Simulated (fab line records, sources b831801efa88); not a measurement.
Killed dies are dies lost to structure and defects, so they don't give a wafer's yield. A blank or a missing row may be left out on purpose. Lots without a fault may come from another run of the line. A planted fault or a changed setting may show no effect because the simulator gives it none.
A struck lot beside a sound one | flow sky130 | 17 steps out of a route of 708
Sound: wafers L170.2, L170.4, L170.6. Struck: wafers L178.1, L178.5, L178.6. The cause comes at the end.
At each step with rows: each side's tool, then ch and its chambers, then its first start. Under that, the readings that differ: sound wafers | struck wafers | difference of the means | sigmas: that difference in standard deviations of wafers without a fault.
alike: readings whose means differ by less than 2 such deviations, and words and numbers that are the same on both sides. not compared: withheld readings, readings that some wafer has no value for, bounds like >300 that may hide the same value, and numbers for which the record gives no deviation and whose values overlap.
The two part at a step that has a row with sigmas, a row that says differs or no value, or rows on one side only. Numbers that don't overlap but have no deviation are shown without sigmas and don't part them. A reading that every wafer of one side lacks parts them only if that side has two wafers or more.

SKY_VT_ADJUST_LVTN_OVL_MEAS_07:
  sound on overlay-02, day 7 17:28; struck on overlay-01, day 10 00:43
  alike: VT_ADJUST_LVTN_OVL
then, 1 step without rows for these wafers: SKY_VT_ADJUST_LVTN_IMPLANT_08.
SKY_VT_ADJUST_LVTN_STRIP_09: strips in O2/N2.
  sound on plasma_asher-04 ch 0, day 7 17:39; struck on plasma_asher-02 ch 0,1, day 10 00:54
  alike: chamber_pressure_mTorr, drypump_motor_current_A, oes_product_au, strip_time_to_endpoint_s
  not compared: rf_hours_counter_h
SKY_VT_ADJUST_LVTN_TW_MEAS_10:
  sound on film_metro-02, day 7 17:46; struck on film_metro-02, day 10 01:00
  alike: VT_ADJUST_LVTN_TW
then, 7 steps without rows for these wafers: SKY_VT_ADJUST_LVTN_DEHYDRATE_11 (time 60 s); SKY_VT_ADJUST_LVTN_HMDS_12 (prime time 61.03 s); SKY_VT_ADJUST_LVTN_COAT_13 (resist thk 1140 nm); SKY_VT_ADJUST_LVTN_SOFTBAKE_14 (time 60 s); SKY_VT_ADJUST_LVTN_EXPOSE_15 (exposes mask HVN STD DERIVED, target cd 600 nm); SKY_VT_ADJUST_LVTN_PEB_16; SKY_VT_ADJUST_LVTN_DEVELOP_17 (develop time 60 s).
SKY_VT_ADJUST_LVTN_OVL_MEAS_18:
  sound on overlay-02, day 8 13:50; struck on overlay-02, day 10 22:35
  alike: VT_ADJUST_LVTN_01_OVL
SKY_VT_ADJUST_LVTN_IMPLANT_19:
  sound on implanter-01 ch 0, day 8 13:54; struck on implanter-01 ch 0, day 10 22:37
  reading            | sound                       | struck                       | difference | sigmas
  dose_ions_cm2      | 6.494e+11 6.5e+11 6.508e+11 | 8.836e+11 8.838e+11 8.83e+11 | +2.334e+11 | +99 or more
  faraday_current_uA | 3.71 3.69 3.79              | 5.08 4.98 5.08               | +1.32      | +18
SKY_VT_ADJUST_LVTN_STRIP_20: strips in O2/N2.
  sound on plasma_asher-03 ch 0,1, day 8 14:01; struck on plasma_asher-03 ch 0,1, day 10 22:46
  alike: chamber_pressure_mTorr, drypump_motor_current_A, oes_product_au, strip_time_to_endpoint_s
  not compared: rf_hours_counter_h
SKY_VT_ADJUST_LVTN_TW_MEAS_21:
  sound on film_metro-02, day 8 14:08; struck on film_metro-03, day 10 22:52
  reading             | sound             | struck            | difference | sigmas
  VT_ADJUST_LVTN_2_TW | 189.6 190.0 189.0 | 204.0 203.6 203.2 | +14.1      | +11
then, 1 step without rows for these wafers: SKY_VT_ADJUST_NCORE_DEHYDRATE_00 (time 60 s).
-- the record jumps here: 38 days lie between the struck wafers' starts before and after (it left off in module VT_ADJUST_NCORE and takes up again in module PAD_OPEN, whose first step shown is number 708 of the route) --
SKY_PAD_OPEN_PROBE_99:
  sound on prober-02, day 46 16:50; struck on prober-02, day 48 14:51
  reading                                    | sound                | struck               | difference | sigmas
  model.etest.res_pwell_under_gate.rs_ohm_sq | 2273 2289 2291       | 2237 2239 2238       | -46        |
  model.etest.nfet_g5v0d10v5.body_rise_v (V) | 0.6738 0.6701 0.673  | 0.7025 0.6976 0.7089 | +0.0307    |
  model.etest.nfet_16v.body_rise_v (V)       | 0.6712 0.6667 0.6696 | 0.6982 0.6933 0.7054 | +0.0298    |
  model.etest.nfet_g5v0d10v5.vt_sat_v (V)    | 0.7664 0.764 0.7732  | 0.8054 0.8006 0.8088 | +0.0371    |
  model.etest.nfet_g5v0d10v5.vt_v (V)        | 0.8254 0.822 0.8329  | 0.8575 0.8523 0.861  | +0.0302    |
  model.etest.nfet_16v.vt_v (V)              | 0.7793 0.7654 0.7786 | 0.8002 0.7944 0.8025 | +0.0246    |
  model.etest.nfet_g5v0d10v5.vt_long_v (V)   | 0.8237 0.8094 0.8233 | 0.8417 0.8406 0.8443 | +0.0234    |
  alike: killed_at_M0_to_M3, killed_at_M4_up, killed_at_contacts, killed_at_front_end, killed_at_other, killed_dies, killed_open, killed_short

WHERE THEY PART
First at SKY_VT_ADJUST_LVTN_IMPLANT_19; last, within this record, at SKY_VT_ADJUST_LVTN_TW_MEAS_21. Later steps at which nothing parts them and some readings are alike: SKY_PAD_OPEN_PROBE_99.

WHY: what the simulator had put in
Process parameter drift: implanter-01, from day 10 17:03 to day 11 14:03, at SKY_VT_ADJUST_LVTN_IMPLANT_19. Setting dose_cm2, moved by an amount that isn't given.
